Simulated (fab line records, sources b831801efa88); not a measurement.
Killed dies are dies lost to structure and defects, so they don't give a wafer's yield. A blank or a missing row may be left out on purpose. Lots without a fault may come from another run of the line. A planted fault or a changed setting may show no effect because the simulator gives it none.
Which tool did it? | flow sky130 | 12 lots, 36 wafers sampled, at 6 steps of a route of 708

WHAT THE GAUGES READ, wafer by wafer
SKY_FIELD_ISO_THK_MEAS_23. Usual: FIELD_ISO_OXIDATION_01_THK 9.96 nm, standard deviation 0.22.
lot  | measured    | on            | FIELD_ISO_OXIDATION_01_THK (nm) | flag
L660 | day 2 09:12 | film_metro-04 | 9.72 9.93 9.76                  |
L661 | day 2 13:24 | film_metro-01 | 9.73 9.92 9.99                  |
L662 | day 2 18:48 | film_metro-01 | 10.24 10.19 10.52               |
L665 | day 3 10:26 | film_metro-01 | 9.97 10.02 10.01                |
L666 | day 3 14:34 | film_metro-03 | 9.94 9.95 9.91                  |
L672 | day 4 23:13 | film_metro-01 | 9.89 9.91 9.99                  |
L674 | day 5 07:56 | film_metro-03 | 10.18 10.18 10.06               |
L678 | day 6 05:11 | film_metro-04 | 9.91 9.75 9.85                  |
L679 | day 6 10:41 | film_metro-04 | 9.98 10.04 10.10                |
L681 | day 6 21:29 | film_metro-04 | 10.20 9.98 9.83                 |
L682 | day 7 01:26 | film_metro-03 | 9.95 9.77 9.93                  |
L683 | day 7 06:02 | film_metro-04 | 9.50 9.50 9.66                  |

SKY_FIELD_ISO_THK_MEAS_25. Usual: FIELD_ISO_CVD_24_THK 590 nm, standard deviation 9.2.
lot  | measured    | on            | FIELD_ISO_CVD_24_THK (nm) | flag
L660 | day 2 09:20 | film_metro-04 | 594 586 594               |
L661 | day 2 13:32 | film_metro-03 | 581 595 588               |
L662 | day 2 18:56 | film_metro-03 | 579 598 573               |
L665 | day 3 10:34 | film_metro-03 | 595 596 591               |
L666 | day 3 14:41 | film_metro-01 | 590 576 593               |
L672 | day 4 23:20 | film_metro-03 | 596 600 594               |
L674 | day 5 08:04 | film_metro-04 | 583 597 589               |
L678 | day 6 05:19 | film_metro-01 | 574 587 595               |
L679 | day 6 10:49 | film_metro-03 | 597 604 595               |
L681 | day 6 21:38 | film_metro-03 | 596 598 583               |
L682 | day 7 01:34 | film_metro-03 | 597 607 600               |
L683 | day 7 06:11 | film_metro-03 | 616 597 611               |

SKY_NWELL_THK_MEAS_02. Usual: NWELL_OXIDATION_THK 10.00 nm, standard deviation 0.2.
lot  | measured    | on            | NWELL_OXIDATION_THK (nm) | flag
L660 | day 2 14:47 | film_metro-03 | 9.97 9.81 10.07          |
L661 | day 2 18:05 | film_metro-04 | 9.78 9.58 9.78           |
L662 | day 3 00:58 | film_metro-03 | 9.98 10.13 9.77          |
L665 | day 3 17:28 | film_metro-04 | 9.96 10.04 10.05         |
L666 | day 3 22:08 | film_metro-03 | 10.14 10.02 9.98         |
L672 | day 5 03:34 | film_metro-04 | 10.36 10.31 10.31        |
L674 | day 5 12:32 | film_metro-02 | 10.42 10.34 10.26        |
L678 | day 6 09:52 | film_metro-03 | 9.82 9.87 9.94           |
L679 | day 6 15:14 | film_metro-03 | 9.94 10.05 9.98          |
L681 | day 7 03:05 | film_metro-04 | 9.93 9.73 9.85           |
L682 | day 7 06:58 | film_metro-03 | 10.20 10.17 10.21        |
L683 | day 7 11:31 | film_metro-03 | 9.92 10.10 9.83          |

SKY_NWELL_TW_MEAS_26. Usual: NWELL_2_TW 496, standard deviation 4.2.
lot  | measured     | on            | NWELL_2_TW                    | flag
L660 | day 5 10:36  | film_metro-04 | 505 506 502                   |
L661 | day 5 14:04  | film_metro-03 | 499 501 503                   |
L662 | day 5 22:08  | film_metro-04 | 501 501 504                   |
L665 | day 6 18:17  | film_metro-02 | 1096 1085 1093 1098 1090 1095 | OFF
L666 | day 7 00:03  | film_metro-03 | 1107 1116 1111 1112 1116 1117 | OFF
L672 | day 8 10:41  | film_metro-04 | 499 498 500                   |
L674 | day 8 21:36  | film_metro-04 | 496 500 500                   |
L678 | day 9 21:38  | film_metro-02 | 495 492 495                   |
L679 | day 10 04:33 | film_metro-04 | 498 498 498                   |
L681 | day 10 19:11 | film_metro-03 | 498 497 495                   |
L682 | day 10 23:13 | film_metro-04 | 500 500 497                   |
L683 | day 11 05:19 | film_metro-04 | 497 500 497                   |

WHICH TOOL RAN EACH LOT (tool, then ch and the chambers of the sampled wafers, then the start)
lot  | SKY_NWELL_COAT_05                | SKY_NWELL_STRIP_14
L660 | litho_track-01 ch 0, day 4 07:14 | plasma_asher-02 ch 0,1, day 4 16:53
L661 | litho_track-04 ch 0, day 4 11:37 | plasma_asher-04 ch 0,1, day 4 20:28
L662 | litho_track-02 ch 0, day 4 17:40 | plasma_asher-01 ch 0,1, day 5 03:31
L665 | litho_track-01 ch 0, day 5 12:40 | plasma_asher-04 ch 0,1, day 5 22:34
L666 | litho_track-01 ch 0, day 5 16:50 | plasma_asher-01 ch 0,1, day 6 04:27
L672 | litho_track-04 ch 0, day 7 03:08 | plasma_asher-01 ch 0,1, day 7 13:28
L674 | litho_track-04 ch 0, day 7 12:19 | plasma_asher-01 ch 0,1, day 7 23:57
L678 | litho_track-04 ch 0, day 8 12:14 | plasma_asher-01 ch 0,1, day 8 23:41
L679 | litho_track-02 ch 0, day 8 18:32 | plasma_asher-02 ch 0,1, day 9 05:29
L681 | litho_track-01 ch 0, day 9 06:59 | plasma_asher-01 ch 0,1, day 9 19:30
L682 | litho_track-02 ch 0, day 9 10:37 | plasma_asher-02 ch 0,1, day 9 23:11
L683 | litho_track-02 ch 0, day 9 17:13 | plasma_asher-01 ch 0,1, day 10 05:18
- SKY_NWELL_COAT_05: resist thk 3000 nm.
- SKY_NWELL_STRIP_14: strips in O2/N2.

WHAT THE TOOLS THEMSELVES READ (means of the sampled wafers that have a number; where no wafer has one, the mark that the record gives instead)
SKY_NWELL_STRIP_14. Usual: drypump_motor_current_A 5.38 A, standard deviation 0.18; oes_product_au 0.722 a.u., standard deviation 0.0045; strip_time_to_endpoint_s 36.87 s, standard deviation 0.12.
lot  | tool            | drypump_motor_current_A (A) | oes_product_au (a.u.) | strip_time_to_endpoint_s (s) | flag
L660 | plasma_asher-02 | 5.49                        | 0.718                 | 36.97                        |
L661 | plasma_asher-04 | 5.22                        | 0.721                 | 36.92                        |
L662 | plasma_asher-01 | 5.28                        | 0.721                 | 36.79                        |
L665 | plasma_asher-04 | 5.15                        | 0.661                 | 10.36                        | OFF
L666 | plasma_asher-01 | 5.28                        | 0.668                 | 10.38                        | OFF
L672 | plasma_asher-01 | 5.27                        | 0.721                 | 36.97                        |
L674 | plasma_asher-01 | 5.29                        | 0.722                 | 37.01                        |
L678 | plasma_asher-01 | 5.30                        | 0.721                 | 36.99                        |
L679 | plasma_asher-02 | 5.61                        | 0.719                 | 36.73                        |
L681 | plasma_asher-01 | 5.27                        | 0.722                 | 36.81                        |
L682 | plasma_asher-02 | 5.60                        | 0.720                 | 36.87                        |
L683 | plasma_asher-01 | 5.30                        | 0.719                 | 36.66                        |

THE ANSWER, worked out from the rows above alone
Rule: a lot is off if the mean of its wafers that have a number lies more than 3 standard deviations from the usual mean. A lot without any number at a reading at which 4 lots or more have one is off too. The other lots that the step has rows for count as sound. The gauges are gone through in route order, then the tools' own readings, and for those a lot's mean is taken as printed above. The first step at which some lot is off is used, and at that step the reading that is off furthest; a lot without a number counts as furthest.
Off: L665, L666, at SKY_NWELL_TW_MEAS_26 (NWELL_2_TW).
A tool fits if, at a process step before that reading, it ran every lot that is off, and no sound lot after the first of them. The gauges at SKY_NWELL_TW_MEAS_26 aren't tried: what is off there is off at SKY_NWELL_STRIP_14 too, on other tools, and a gauge's error can't cause that. None of those tried fits.

WHAT THE SIMULATOR HAD PUT IN
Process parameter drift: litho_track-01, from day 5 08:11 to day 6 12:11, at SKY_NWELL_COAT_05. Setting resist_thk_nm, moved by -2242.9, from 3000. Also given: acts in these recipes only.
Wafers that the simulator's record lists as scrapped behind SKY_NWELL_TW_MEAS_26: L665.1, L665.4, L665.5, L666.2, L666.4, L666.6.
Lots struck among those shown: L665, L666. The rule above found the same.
